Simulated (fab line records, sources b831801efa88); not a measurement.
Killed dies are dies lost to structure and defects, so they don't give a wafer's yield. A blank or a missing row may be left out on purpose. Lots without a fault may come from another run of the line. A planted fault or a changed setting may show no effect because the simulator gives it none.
One fault seen from 2 desks | flow gf180mcu | each desk has only its own numbers; what lay behind them comes last

THE TOOL OWNER'S DESK: rie_diel-01
The tool's own readings at GF_HV_LDD_ETCHBACK_58 (etches Si3N4 in CH3F/O2, stops on SiO2, time 100 s, target depth 90 nm): means of the sampled wafers that have a number, for each lot that ran on this tool. A lot is out of limits, marked OUT, if its mean lies more than 4 standard deviations from the usual mean; the brackets give that distance.
Columns: A = ch3f_flow_sccm at GF_HV_LDD_ETCHBACK_58, usual 40.00 sccm; B = drypump_motor_current_A at GF_HV_LDD_ETCHBACK_58, usual 5.7 A; C = oes_product_au at GF_HV_LDD_ETCHBACK_58, usual 0.844 a.u.; D = run_length_s at GF_HV_LDD_ETCHBACK_58, usual 128.5 s; E = throttle_valve_pct at GF_HV_LDD_ETCHBACK_58, usual 10.560 %
lot  | first seen here | A     | B   | C                | D                | E
L815 | day 12 21:47    | 40.07 | 6.1 | 0.843            | 129.1            | 10.558
L818 | day 13 22:11    | 39.94 | 5.7 | 0.844            | 128.2            | 10.562
L828 | day 17 03:58    | 40.00 | 5.9 | 0.889 (+7.4) OUT | 124.0 (-8.0) OUT | 10.563
This desk's finding: out of limits on L828; first on L828, day 17 03:58 (oes_product_au at GF_HV_LDD_ETCHBACK_58). In limits: L815, L818.

THE METROLOGY DESK
What the gauges read, lot by lot, whatever tool the lot ran on: means of the sampled wafers that have a number. A lot is out of limits, marked OUT, if its mean lies more than 4 standard deviations from the usual mean; the brackets give that distance. Of its 12 readings 7 are shown: those that lie furthest out on some lot.
Columns: A = HV_LDD_4_TW at GF_HV_LDD_TW_MEAS_50, usual 565; B = HV_LDD_RS at GF_HV_LDD_RS_MEAS_53, usual 418.5 ohm/sq; C = NSD_OVL at GF_NSD_OVL_MEAS_08, usual -0.5 nm; D = NSD_TW at GF_NSD_TW_MEAS_12, usual 4281; E = cd_nm at GF_PSD_CD_MEAS_07, usual 399.2 nm; F = PSD_OVL at GF_PSD_OVL_MEAS_08, usual -0.5 nm; G = PSD_TW at GF_PSD_TW_MEAS_11, usual 3202
lot  | first seen here | A   | B     | C    | D    | E     | F    | G
L814 | day 12 12:25    | 560 | 417.7 | 1.0  | 4318 | 400.9 | -1.1 | 3224
L815 | day 12 18:01    | 565 | 418.9 | 0.5  | 4312 | 400.8 | -1.7 | 3178
L818 | day 13 18:52    | 561 | 417.1 | 0.1  | 4243 | 398.4 | 0.0  | 3160
L828 | day 16 23:56    | 565 | 418.3 | -1.3 | 4222 | 403.1 | 2.1  | 3211
L830 | day 17 20:59    | 561 | 418.6 | -3.0 | 4256 | 394.3 | 1.3  | 3216
This desk's finding: nothing out of limits on any of the 5 lots.

PUT TOGETHER
The tool owner's desk could have raised an alarm at day 17 03:58, on L828.
The metrology desk saw nothing out of limits.
The metrology desk has L828 on record, within its limits.
Of the lots named, all ran GF_HV_LDD_ETCHBACK_58 on rie_diel-01.

WHAT THE SIMULATOR HAD PUT IN
Process parameter drift: rie_diel-01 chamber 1, from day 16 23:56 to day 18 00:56, at GF_HV_LDD_ETCHBACK_58. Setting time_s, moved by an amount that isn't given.
Lots struck among those shown: L828.
Hours from the fault's start to each desk's first reading out of limits: the tool owner's desk, 4.
